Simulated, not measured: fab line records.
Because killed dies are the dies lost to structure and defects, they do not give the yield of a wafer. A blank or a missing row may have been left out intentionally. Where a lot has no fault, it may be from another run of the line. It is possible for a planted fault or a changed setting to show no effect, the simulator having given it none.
fab line records	flow gf180mcu	part 1 of 2: steps 1 to 29 of 30
record: lots: 7	wafers: 21	lastDay: 33
route steps=602 shown PSD@252 NSD@262 SAB@264 SALICIDE@278 PASSIVATION@602
lots that met no fault: from a run of the same line without faults
startH: start of the lot's first displayed wafer, in hours after the record's first day	waitH: time in hours since the lot's previous step	" identical to the entry in the row above	L1.1+2: several wafers, shown together as one row	- no value, or no start given	* or withheld: withheld	< > ~ a bound
route shown NAME@n: NAME is a module with steps in the file, n the number in the route of the first one	usual: average and standard deviation across the fault-free wafers	same: alike in all rows	chamber/n: place in a boat	sites: the reading at each site	_std_site: how widely they spread, as a standard deviation	_edge_site: inner sites' mean taken away from outer sites' mean	radiusMm: how far each site lies from the wafer's centre	mask NAME#n: copy n	behind: the most recent tool/chamber to have shaped the wafer	hold: why the lot was held/for how many hours/how that ended	device: whichever transistor did not switch (one of n, p or np)	end of line: tests of these same wafers at the route's end	for a step that has no rows: nothing shown but its recipe	killed: dies that structure and defects cost at the first sort, which is not the same as the wafer's yield	map: shows each die of a wafer: x if killed, . if not, _ if none is there
set.NAME: the run value of the setting; set.NAME@STEP: its run value at that earlier step	model.NAME: the simulator's own value behind a step, which no gauge read
lots at selected steps of the route; one table per step, one row per wafer
services: the hour from which a tool's chamber was out of use, counted from the record's first day as startH (under 0 if before that day), plus the number of hours and why
== steps ==
step: GF_PSD_EXPOSE_04
recipe: maskId: Pplus	targetCdNm: 400	na: 0.6	sourceShape: conventional	sigmaOuter: 0.6	doseMj: 140
step: GF_PSD_PEB_05
recipe: tempC: withheld	timeS: *	resist: NOVOLAK
step: GF_PSD_DEVELOP_06
recipe: developTimeS: 60	devTempC: 23
step: GF_PSD_CD_MEAS_07
recipe: targetCdNm: 400
usual: cdNm: 399.6/2.3
lot.wafer	tool	chamber	startH	waitH	cdNm
L435.2	cdSem-01	-	345.93	0.1	400.9
L435.3	"	-	"	"	400.1
L435.4	"	-	"	"	401.8
L439.3	cdSem-02	-	386.48	0.8	404.3
L439.4	"	-	"	"	403.8
L439.5	"	-	"	"	404.1
L440.1	cdSem-02	-	386.56	0.7	394.9
L440.2	"	-	"	"	395.2
L440.3	"	-	"	"	394.7
L442.1	cdSem-01	-	405.81	0.1	399.4
L442.3	"	-	"	"	401.0
L442.5	"	-	"	"	402.9
L445.2	cdSem-01	-	432.23	0.1	397.4
L445.4	"	-	"	"	397.3
L445.5	"	-	"	"	395.7
L448.2	cdSem-01	-	453.64	0.1	398.8
L448.3	"	-	"	"	399.5
L448.5	"	-	"	"	397.9
L450.2	cdSem-01	-	466.18	0.1	402.1
L450.3	"	-	"	"	399.8
L450.4	"	-	"	"	401.5
step: GF_PSD_OVL_MEAS_08
usual: PSD_OVL: -0.2/1.6
lot.wafer	tool	chamber	startH	waitH	PSD_OVL[nm]
L435.2	overlay-01	-	346.04	0.1	-1.2
L435.3	"	-	"	"	-2.1
L435.4	"	-	"	"	-1.6
L439.3	overlay-01	-	386.57	0.1	-1.7
L439.4	"	-	"	"	-1.7
L439.5	"	-	"	"	-1.9
L440.1	overlay-02	-	386.68	0.1	-0.9
L440.2	"	-	"	"	-0.1
L440.3	"	-	"	"	-0.1
L442.1	overlay-01	-	405.93	0.1	0.4
L442.3	"	-	"	"	-0.6
L442.5	"	-	"	"	-1.0
L445.2	overlay-02	-	432.34	0.1	-2.3
L445.4	"	-	"	"	-2.0
L445.5	"	-	"	"	-0.8
L448.2	overlay-02	-	453.75	0.1	-0.4
L448.3	"	-	"	"	3.3
L448.5	"	-	"	"	1.2
L450.2	overlay-01	-	466.29	0.1	-3.2
L450.3	"	-	"	"	-2.1
L450.4	"	-	"	"	-3.7
step: GF_PSD_IMPLANT_09
recipe: species: BF2	energyKev: 40	doseCm2: 1.5e+15	tiltDeg: 7
step: GF_PSD_STRIP_10
recipe: chemistry: O2/N2	powerW: 1400	pressureMtorr: 1500	platenTempC: 250	o2FlowSccm: 3000	n2FlowSccm: 300	overashFraction: 0.5
usual: drypumpMotorCurrentA: 5.5/0.54	heaterPowerW: 354/29	n2FlowSccm: 300.0/0.91	oesProductAu: 0.592/0.0044	stripTimeToEndpointS: 16.54/0.039
same: overashFraction: 0.5
lot.wafer	tool	chamber	startH	waitH	drypumpMotorCurrentA	heaterPowerW	n2FlowSccm	oesProductAu	rfHoursCounterH	stripTimeToEndpointS
L435.2	plasmaAsher-04	0	346.22	0.1	5.2	352	300.3	0.588	69	16.51
L435.3	"	1	"	"	6.1	303	299.8	0.590	-	16.47
L435.4	"	0	"	"	5.2	354	299.8	0.595	-	16.48
L439.3	plasmaAsher-01	1	386.78	0.1	4.7	375	299.9	0.596	-	16.54
L439.4	"	0	"	"	6.0	373	298.7	0.591	-	16.56
L439.5	"	0	"	"	5.9	375	299.5	0.593	-	16.55
L440.1	plasmaAsher-04	1	386.89	0.1	6.1	305	299.0	0.594	73	16.49
L440.2	"	0	"	"	5.2	346	301.1	0.585	73	16.54
L440.3	"	1	"	"	6.1	311	300.9	0.593	-	16.53
L442.1	plasmaAsher-01	0	406.12	0.1	5.9	370	299.3	0.596	64	16.49
L442.3	"	0	"	"	5.9	374	299.8	0.593	-	16.57
L442.5	"	1	"	"	4.8	384	301.1	0.593	-	16.56
L445.2	plasmaAsher-01	0	432.52	0.1	5.9	377	300.7	0.585	67	16.51
L445.4	"	0	"	"	5.9	380	298.0	0.595	-	16.50
L445.5	"	1	"	"	4.7	373	299.9	0.594	-	16.53
L448.2	plasmaAsher-01	1	453.93	0.1	4.8	379	300.5	0.590	69	16.51
L448.3	"	0	"	"	5.9	377	300.2	0.595	-	16.52
L448.5	"	1	"	"	4.8	373	300.6	0.582	-	16.52
L450.2	plasmaAsher-01	1	466.47	0.1	4.8	374	300.2	0.599	71	16.53
L450.3	"	0	"	"	5.9	381	298.4	0.596	-	16.54
L450.4	"	1	"	"	4.8	371	299.0	0.592	-	16.52
step: GF_PSD_TW_MEAS_11
usual: PSD_TW: 3189/45
lot.wafer	tool	chamber	startH	waitH	PSD_TW
L435.2	filmMetro-01	-	346.33	0.1	3240
L435.3	"	-	"	"	3253
L435.4	"	-	"	"	3244
L439.3	filmMetro-02	-	386.86	0.1	3172
L439.4	"	-	"	"	3168
L439.5	"	-	"	"	3175
L440.1	filmMetro-04	-	386.99	0.1	3168
L440.2	"	-	"	"	3178
L440.3	"	-	"	"	3157
L442.1	filmMetro-01	-	406.22	0.1	3258
L442.3	"	-	"	"	3240
L442.5	"	-	"	"	3243
L445.2	filmMetro-02	-	432.63	0.1	3160
L445.4	"	-	"	"	3171
L445.5	"	-	"	"	3159
L448.2	filmMetro-02	-	454.04	0.1	3171
L448.3	"	-	"	"	3186
L448.5	"	-	"	"	3176
L450.2	filmMetro-02	-	466.58	0.1	3173
L450.3	"	-	"	"	3158
L450.4	"	-	"	"	3189
step: GF_PSD_CLEAN_12
recipe: chemistry: SC1/SC2	mix: 1:4:20	tempC: 70	timeS: 150	dry: n2Spin
step: GF_PSD_RTA_13
recipe: tempC: 1025	timeS: 20	ambient: N2
usual: lampPowerPct: 31.6/2.1	wafer_temp_C_max: 1030.8/1.9
lot.wafer	tool	chamber	startH	waitH	lampPowerPct	wafer_temp_C_max
L435.2	rtpAnneal-01	0	346.46	0.0	33.8	1030.4
L435.3	"	0	"	"	33.8	1031.3
L435.4	"	0	"	"	33.8	1031.7
L439.3	rtpAnneal-02	0	386.98	0.0	29.5	1028.6
L439.4	"	0	"	"	29.5	1028.0
L439.5	"	0	"	"	29.5	1029.2
L440.1	rtpAnneal-02	0	387.12	0.0	29.5	1030.2
L440.2	"	0	"	"	29.5	1030.3
L440.3	"	0	"	"	29.5	1029.1
L442.1	rtpAnneal-01	0	406.33	0.0	33.8	1030.7
L442.3	"	0	"	"	33.8	1030.7
L442.5	"	0	"	"	33.8	1032.4
L445.2	rtpAnneal-02	0	432.75	0.0	29.5	1029.9
L445.4	"	0	"	"	29.5	1030.0
L445.5	"	0	"	"	29.5	1029.4
L448.2	rtpAnneal-01	0	454.17	0.0	33.7	1031.7
L448.3	"	0	"	"	33.8	1031.8
L448.5	"	0	"	"	33.8	1029.5
L450.2	rtpAnneal-02	0	466.70	0.0	29.5	1029.5
L450.3	"	0	"	"	29.5	1029.1
L450.4	"	0	"	"	29.5	1031.3
step: GF_PSD_RS_MEAS_14
recipe: thkMeasGauge: four-point-probe
usual: NSD_RS: 46.14/0.09
lot.wafer	tool	chamber	startH	waitH	NSD_RS[ohm/sq]
L435.2	filmMetro-02	-	346.62	0.1	46.18
L435.3	"	-	"	"	46.18
L435.4	"	-	"	"	46.05
L439.3	filmMetro-01	-	387.08	0.1	46.27
L439.4	"	-	"	"	46.09
L439.5	"	-	"	"	46.15
L440.1	filmMetro-02	-	387.20	0.1	46.29
L440.2	"	-	"	"	46.35
L440.3	"	-	"	"	46.24
L442.1	filmMetro-04	-	406.42	0.1	46.03
L442.3	"	-	"	"	46.18
L442.5	"	-	"	"	46.03
L445.2	filmMetro-04	-	432.84	0.1	45.96
L445.4	"	-	"	"	45.99
L445.5	"	-	"	"	45.96
L448.2	filmMetro-02	-	454.33	0.1	46.20
L448.3	"	-	"	"	46.04
L448.5	"	-	"	"	46.14
L450.2	filmMetro-01	-	466.79	0.1	46.07
L450.3	"	-	"	"	46.12
L450.4	"	-	"	"	46.13
step: GF_PSD_RS_MEAS_15
recipe: thkMeasGauge: four-point-probe
usual: PSD_RS: 108.6/0.31
lot.wafer	tool	chamber	startH	waitH	PSD_RS[ohm/sq]
L435.2	filmMetro-02	-	346.74	0.1	108.9
L435.3	"	-	"	"	108.8
L435.4	"	-	"	"	108.7
L439.3	filmMetro-01	-	387.20	0.1	109.0
L439.4	"	-	"	"	109.1
L439.5	"	-	"	"	108.7
L440.1	filmMetro-02	-	387.32	0.1	109.2
L440.2	"	-	"	"	109.2
L440.3	"	-	"	"	109.4
L442.1	filmMetro-04	-	406.54	0.1	108.3
L442.3	"	-	"	"	108.4
L442.5	"	-	"	"	108.7
L445.2	filmMetro-04	-	432.96	0.1	108.3
L445.4	"	-	"	"	108.4
L445.5	"	-	"	"	108.6
L448.2	filmMetro-02	-	454.45	0.1	108.4
L448.3	"	-	"	"	108.3
L448.5	"	-	"	"	108.3
L450.2	filmMetro-01	-	466.91	0.1	108.1
L450.3	"	-	"	"	108.2
L450.4	"	-	"	"	108.4
step: GF_SAB_CVD_00
recipe: material: SiO2	targetThkNm: 50	precursor: TEOS	tempC: 400	timeS: 4.9302	rfW: 600
usual: heaterPowerW: 718/140
lot.wafer	tool	chamber	startH	waitH	heaterPowerW	sinceWetCleanH
L435.2	pecvd-04	1	346.84	0.1	618	811
L435.3	"	2	"	"	711	811
L435.4	"	2	"	"	722	-
L439.3	pecvd-04	0	387.28	0.1	738	4
L439.4	"	0	"	"	741	-
L439.5	"	2	"	"	762	-
L440.1	pecvd-02	2	387.44	0.1	518	629
L440.2	"	0	"	"	654	629
L440.3	"	1	"	"	784	629
L442.1	pecvd-04	1	406.66	0.1	621	24
L442.3	"	2	"	"	680	24
L442.5	"	0	"	"	738	-
L445.2	pecvd-04	0	433.06	0.1	803	50
L445.4	"	1	"	"	652	-
L445.5	"	0	"	"	783	-
L445.2	pecvd-04	0	433.25	0.2	818	-
L445.4	"	1	"	"	666	-
L445.5	"	0	"	"	806	-
L448.2	pecvd-01	2	454.55	0.1	683	280
L448.3	"	0	"	"	966	280
L448.5	"	2	"	"	687	-
L448.2	pecvd-01	2	454.73	0.2	684	-
L448.3	"	0	"	"	974	-
L448.5	"	2	"	"	692	-
L450.2	pecvd-04	2	467.01	0.1	760	84
L450.3	"	0	"	"	805	84
L450.4	"	0	"	"	854	-
L450.2	pecvd-04	2	467.19	0.2	782	-
L450.3	"	0	"	"	810	-
L450.4	"	0	"	"	815	-
step: GF_SAB_THK_MEAS_01
recipe: reads: SiO2_of_SAB_CVD_00
usual: SAB_CVD_00_THK: 50.0/0.68
lot.wafer	tool	chamber	startH	waitH	SAB_CVD_00_THK[nm]
L435.2	filmMetro-03	-	346.87	0.0	49.7
L435.3	"	-	"	"	50.0
L435.4	"	-	"	"	50.3
L439.3	filmMetro-04	-	387.32	0.0	48.9
L439.4	"	-	"	"	50.3
L439.5	"	-	"	"	50.7
L440.1	filmMetro-04	-	387.46	0.0	49.1
L440.2	"	-	"	"	49.8
L440.3	"	-	"	"	49.2
L442.1	filmMetro-03	-	406.68	0.0	49.5
L442.3	"	-	"	"	49.7
L442.5	"	-	"	"	49.2
L445.2	filmMetro-03	-	433.28	0.0	98.0
L445.4	"	-	"	"	100.6
L445.5	"	-	"	"	100.2
L448.2	filmMetro-04	-	454.76	0.0	99.6
L448.3	"	-	"	"	102.3
L448.5	"	-	"	"	101.0
L450.2	filmMetro-02	-	467.22	0.0	100.9
L450.3	"	-	"	"	99.8
L450.4	"	-	"	"	100.8
step: GF_SAB_DEHYDRATE_02
recipe: tempC: 200	timeS: 60
step: GF_SAB_HMDS_03
recipe: primeTimeS: 60	primeTempC: 120
step: GF_SAB_COAT_04
recipe: resist: NOVOLAK	spinRpm: 3000	resistThkNm: 1000
step: GF_SAB_SOFTBAKE_05
recipe: tempC: 90	timeS: 60	resist: NOVOLAK
step: GF_SAB_EXPOSE_06
recipe: maskId: SAB	targetCdNm: 420	na: 0.6	sourceShape: conventional	sigmaOuter: 0.6	doseMj: 140
step: GF_SAB_PEB_07
recipe: tempC: withheld	timeS: *	resist: NOVOLAK
step: GF_SAB_DEVELOP_08
recipe: developTimeS: 60	devTempC: 23
step: GF_SAB_CD_MEAS_09
recipe: targetCdNm: 420
usual: cdNm: 420.7/2.6
lot.wafer	tool	chamber	startH	waitH	cdNm
L435.2	cdSem-02	-	369.21	0.1	419.2
L435.3	"	-	"	"	419.7
L435.4	"	-	"	"	420.1
L439.3	cdSem-02	-	409.48	0.1	421.4
L439.4	"	-	"	"	418.5
L439.5	"	-	"	"	419.0
L440.1	cdSem-01	-	409.66	0.1	417.1
L440.2	"	-	"	"	419.3
L440.3	"	-	"	"	418.0
L442.1	cdSem-01	-	430.89	0.1	418.6
L442.3	"	-	"	"	417.8
L442.5	"	-	"	"	416.7
L445.2	cdSem-01	-	457.79	0.1	423.9
L445.4	"	-	"	"	423.1
L445.5	"	-	"	"	422.4
L448.2	cdSem-01	-	478.28	0.1	416.1
L448.3	"	-	"	"	415.8
L448.5	"	-	"	"	418.1
L450.2	cdSem-01	-	490.84	0.1	425.5
L450.3	"	-	"	"	425.7
L450.4	"	-	"	"	425.0
step: GF_SAB_OVL_MEAS_10
usual: SAB_OVL: 0.3/1.2
lot.wafer	tool	chamber	startH	waitH	SAB_OVL[nm]
L435.2	overlay-01	-	369.31	0.1	-1.6
L435.3	"	-	"	"	-1.0
L435.4	"	-	"	"	0.7
L439.3	overlay-02	-	409.57	0.1	0.0
L439.4	"	-	"	"	0.5
L439.5	"	-	"	"	0.9
L440.1	overlay-01	-	409.78	0.1	-1.3
L440.2	"	-	"	"	-0.8
L440.3	"	-	"	"	0.7
L442.1	overlay-02	-	431.01	0.1	-0.1
L442.3	"	-	"	"	-0.6
L442.5	"	-	"	"	-0.8
L445.2	overlay-01	-	457.90	0.1	0.6
L445.4	"	-	"	"	0.7
L445.5	"	-	"	"	3.2
L448.2	overlay-01	-	478.39	0.1	2.2
L448.3	"	-	"	"	3.0
L448.5	"	-	"	"	0.6
L450.2	overlay-02	-	490.95	0.1	0.9
L450.3	"	-	"	"	-0.1
L450.4	"	-	"	"	-0.4
step: GF_SAB_ETCH_11
recipe: chemistry: C4F8/O2/Ar	maskMaterial: NOVOLAK	target: SiO2	targetDepthNm: 55	sourceW: 1500	biasW: 1200	pressureMtorr: 40	c4f8FlowSccm: withheld	O2_flow_sccm: 6	Ar_flow_sccm: 300	timeS: 8.5
usual: oesProductAu: 0.998/0.011
lot.wafer	tool	chamber	startH	waitH	oesProductAu	rfHoursCounterH
L435.2	rieDiel-02	1	369.34	0.0	0.970	5
L435.3	"	3	"	"	0.996	3
L435.4	"	2	"	"	0.995	50
L439.3	rieDiel-04	2	409.60	0.0	0.999	2
L439.4	"	0	"	"	1.013	-
L439.5	"	2	"	"	1.003	-
L440.1	rieDiel-03	3	409.82	0.0	0.987	62
L440.2	"	1	"	"	1.012	3
L440.3	"	2	"	"	0.996	8
L442.1	rieDiel-03	1	431.05	0.0	1.006	3
L442.3	"	3	"	"	0.983	62
L442.5	"	2	"	"	0.997	-
L445.2	rieDiel-02	0	457.93	0.0	1.013	81
L445.4	"	3	"	"	1.008	5
L445.5	"	2	"	"	1.006	-
L448.2	rieDiel-02	0	478.42	0.0	1.013	81
L448.3	"	3	"	"	1.001	6
L448.5	"	2	"	"	0.993	-
L450.2	rieDiel-03	0	490.98	0.0	0.992	52
L450.3	"	2	"	"	0.996	9
L450.4	"	1	"	"	0.983	-
step: GF_SAB_WET_ETCH_12
recipe: chemistry: dHF	targetDepthNm: 22	dry: n2Spin	target: SiO2	tempC: 25	dilution: 100:1	timeS: 440
step: GF_SAB_STRIP_13
recipe: chemistry: O2/N2	powerW: 1400	pressureMtorr: 1500	platenTempC: 250	o2FlowSccm: 3000	n2FlowSccm: 300	overashFraction: 0.5
usual: drypumpMotorCurrentA: 5.8/0.36	heaterPowerW: 340/30	n2FlowSccm: 299.9/0.91	oesProductAu: 0.710/0.0041	stripTimeToEndpointS: 12.63/0.042
same: overashFraction: 0.5
lot.wafer	tool	chamber	startH	waitH	drypumpMotorCurrentA	heaterPowerW	n2FlowSccm	oesProductAu	rfHoursCounterH	stripTimeToEndpointS
L435.2	plasmaAsher-02	0	369.51	0.0	5.8	383	301.3	0.714	70	12.71
L435.3	"	1	"	"	6.2	321	299.8	0.711	-	12.66
L435.4	"	0	"	"	5.8	396	300.0	0.712	-	12.67
L439.3	plasmaAsher-03	0	409.78	0.0	5.4	339	300.1	0.717	-	12.67
L439.4	"	1	"	"	6.1	370	299.4	0.706	-	12.68
L439.5	"	0	"	"	5.4	326	299.6	0.708	-	12.63
L440.1	plasmaAsher-02	0	409.97	0.0	5.8	370	300.6	0.706	74	12.60
L440.2	"	1	"	"	6.2	322	298.6	0.715	74	12.67
L440.3	"	1	"	"	6.2	326	299.6	0.710	-	12.64
L442.1	plasmaAsher-04	0	431.20	0.0	5.2	346	300.1	0.711	78	12.62
L442.3	"	1	"	"	6.1	315	300.4	0.709	-	12.64
L442.5	"	0	"	"	5.1	354	300.0	0.705	-	12.60
L445.2	plasmaAsher-02	1	458.08	0.0	6.2	302	299.3	0.712	3	12.64
L445.4	"	1	"	"	6.2	300	302.0	0.713	-	12.64
L445.5	"	1	"	"	6.2	299	299.7	0.712	-	12.62
L448.2	plasmaAsher-02	0	478.58	0.0	5.8	378	299.0	0.714	5	12.58
L448.3	"	0	"	"	5.8	378	299.9	0.713	-	12.61
L448.5	"	1	"	"	6.2	295	301.1	0.706	-	12.61
L450.2	plasmaAsher-04	1	491.13	0.0	6.0	300	298.2	0.704	84	12.62
L450.3	"	1	"	"	6.0	312	299.8	0.706	-	12.68
L450.4	"	0	"	"	5.2	345	300.0	0.713	-	12.70
step: GF_SALICIDE_CLEAN_00
recipe: chemistry: SC1/SC2	mix: 1:4:20	tempC: 70	timeS: 150
lot.wafer	tool	chamber	startH	waitH	model.SiO2_of_SAB_CVD_00.thkNm
L435.2	wetBench-02	1	369.61	0.1	49.12
L435.3	"	1	"	"	49.36
L435.4	"	1	"	"	49.68
L439.3	wetBench-01	3	409.85	0.0	48.21
L439.4	"	3	"	"	49.63
L439.5	"	3	"	"	50.03
L440.1	wetBench-01	2	410.07	0.1	48.39
L440.2	"	2	"	"	49.24
L440.3	"	2	"	"	48.58
L442.1	wetBench-02	2	431.30	0.1	48.77
L442.3	"	2	"	"	49.09
L442.5	"	2	"	"	48.49
L445.2	wetBench-04	2	458.18	0.1	97.26
L445.4	"	2	"	"	99.92
L445.5	"	2	"	"	99.58
L448.2	wetBench-04	3	478.68	0.1	98.86
L448.3	"	3	"	"	101.6
L448.5	"	3	"	"	100.3
L450.2	wetBench-04	0	491.23	0.1	100.3
L450.3	"	0	"	"	99.09
L450.4	"	0	"	"	100.1
step: GF_SALICIDE_WET_ETCH_01
recipe: chemistry: dHF	targetDepthNm: 5	dry: ipaMarangoni	target: SiO2	tempC: 25	dilution: 100:1	timeS: 100
lot.wafer	tool	chamber	startH	waitH	model.SiO2_of_SAB_CVD_00.thkNm
L435.2	wetBench-04	3	369.66	0.0	39.16
L435.3	"	3	"	"	39.38
L435.4	"	3	"	"	39.65
L439.3	wetBench-01	3	409.90	0.0	38.4
L439.4	"	3	"	"	39.76
L439.5	"	3	"	"	40.22
L440.1	wetBench-04	1	410.13	0.0	38.45
L440.2	"	1	"	"	39.3
L440.3	"	1	"	"	38.6
L442.1	wetBench-04	0	431.36	0.0	38.62
L442.3	"	0	"	"	38.97
L442.5	"	0	"	"	38.38
L445.2	wetBench-02	2	458.23	0.0	87.4
L445.4	"	2	"	"	90.07
L445.5	"	2	"	"	89.74
L448.2	wetBench-02	1	478.73	0.0	88.79
L448.3	"	1	"	"	91.51
L448.5	"	1	"	"	90.22
L450.2	wetBench-01	2	491.28	0.0	90.15
L450.3	"	2	"	"	88.94
L450.4	"	2	"	"	89.96
step: GF_SALICIDE_SPUTTER_02
recipe: material: Co	targetThkNm: 10	powerW: 1000	timeS: 20	chamberPressurePa: 0.4
usual: throttleValvePct: 29.8/1
lot.wafer	tool	chamber	startH	waitH	throttleValvePct
L435.2	pvdSputter-03	-	369.69	0.0	29.5
L435.3	"	-	"	"	28.5
L435.4	"	-	"	"	30.9
L439.3	pvdSputter-03	-	409.94	0.0	28.5
L439.4	"	-	"	"	30.8
L439.5	"	-	"	"	29.3
L440.1	pvdSputter-04	-	410.17	0.0	29.4
L440.2	"	-	"	"	32.2
L440.3	"	-	"	"	29.7
L442.1	pvdSputter-03	-	431.40	0.0	29.5
L442.3	"	-	"	"	30.8
L442.5	"	-	"	"	30.6
L445.2	pvdSputter-01	-	458.27	0.0	29.1
L445.4	"	-	"	"	29.2
L445.5	"	-	"	"	29.6
L448.2	pvdSputter-04	-	478.77	0.0	32.3
L448.3	"	-	"	"	29.7
L448.5	"	-	"	"	29.4
L450.2	pvdSputter-04	-	491.32	0.0	29.5
L450.3	"	-	"	"	28.9
L450.4	"	-	"	"	29.3
== key ==
firstSign: step: GF_SAB_CVD_00	reading: visit	direction: added
effect: step: GF_SAB_THK_MEAS_01	reading: SAB_CVD_00_THK	direction: up	sigmas: 74	usual: 50.0	struck: 100.3
modelEffect: step: GF_SALICIDE_CLEAN_00	value: SiO2_of_SAB_CVD_00.thkNm	without: 49.47	struck: 99.67
modelEffect: step: GF_SALICIDE_WET_ETCH_01	value: SiO2_of_SAB_CVD_00.thkNm	without: 39.43	struck: 89.64
modelEffect: step: GF_PASSIVATION_PROBE_99	value: etest.pplus_sal_6v.rsOhmSq	without: 6.999	struck: 194.3
metAt GF_SAB_CVD_00
struckWafers L445.2,L445.4,L445.5,L448.2,L448.3,L448.5,L450.2,L450.3,L450.4
testerLeftOut L445,L448,L450
fault: kind: repeatedStepWhole	tool: pecvd-01,pecvd-02,pecvd-04	chamber: -	onsetH: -	steps: GF_SAB_CVD_00	times: 1	scope: struckLotsOnly
testerLeftOut: of these lots the tester's yield and bins aren't shown, on N5 and GAA mostly nor the transistor test; their killed dies are dies lost to structure and defects alone, not to doping, threshold or leakage, so they don't give the yield
